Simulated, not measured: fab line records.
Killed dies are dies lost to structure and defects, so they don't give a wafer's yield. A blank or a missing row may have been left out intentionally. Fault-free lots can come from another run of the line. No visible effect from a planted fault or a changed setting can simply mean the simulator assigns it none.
Matching of chambers / flow sky130 / 4 sister chambers for SKY_VIA1_CMP_24 on cmp-01
The step polishes, stops on SiO2, t overpolish 15 s, target thk 0 nm. 4 wafers are shown with their chamber, then 7 later ones without.

WAFERS, EACH WITH ITS CHAMBER
wafer=L429.5; chamber=3; motor current A (A)=12.4
wafer=L435.6; chamber=2; motor current A (A)=11.9
wafer=L441.1; chamber=1; motor current A (A)=11.8
wafer=L441.2; chamber=0; motor current A (A)=12.4

WAFERS WITHOUT THEIR CHAMBER
wafer=L441.5; motor current A (A)=13.1
wafer=L442.1; motor current A (A)=12.1
wafer=L442.4; motor current A (A)=12.1
wafer=L442.5; motor current A (A)=12.3
wafer=L445.3; motor current A (A)=12.9
wafer=L445.4; motor current A (A)=12.4
wafer=L445.6; motor current A (A)=12.7

WHICH CHAMBER EACH ONE RAN IN
wafer=L441.5; from the rows above=can't be placed: 0 or 3 or 2 or 1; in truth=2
wafer=L442.1; from the rows above=can't be placed: 2 or 1 or 0 or 3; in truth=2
wafer=L442.4; from the rows above=can't be placed: 2 or 1 or 0 or 3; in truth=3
wafer=L442.5; from the rows above=can't be placed: 0 or 3 or 2 or 1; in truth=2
wafer=L445.3; from the rows above=can't be placed: 0 or 3 or 2 or 1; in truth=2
wafer=L445.4; from the rows above=can't be placed: 0 or 3 or 2 or 1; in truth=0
wafer=L445.6; from the rows above=can't be placed: 0 or 3 or 2 or 1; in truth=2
Correctly placed: 0 of 7. Not placeable from these rows: 7 (in 7, the candidates include the true chamber). Wrongly placed: 0.
How it was worked out, from the rows above alone: a wafer's distance from a chamber is the root of the sum, over the readings, of the square of ((its reading less the chamber's mean) divided by the reading's scatter). The wafer belongs to the nearest chamber; if the next one is less than 2 further off, it can't be placed. A chamber's mean is the mean of its shown wafers. The scatter: root of mean squared gap, hidden wafer to nearest shown wafer, with one shown wafer a chamber.
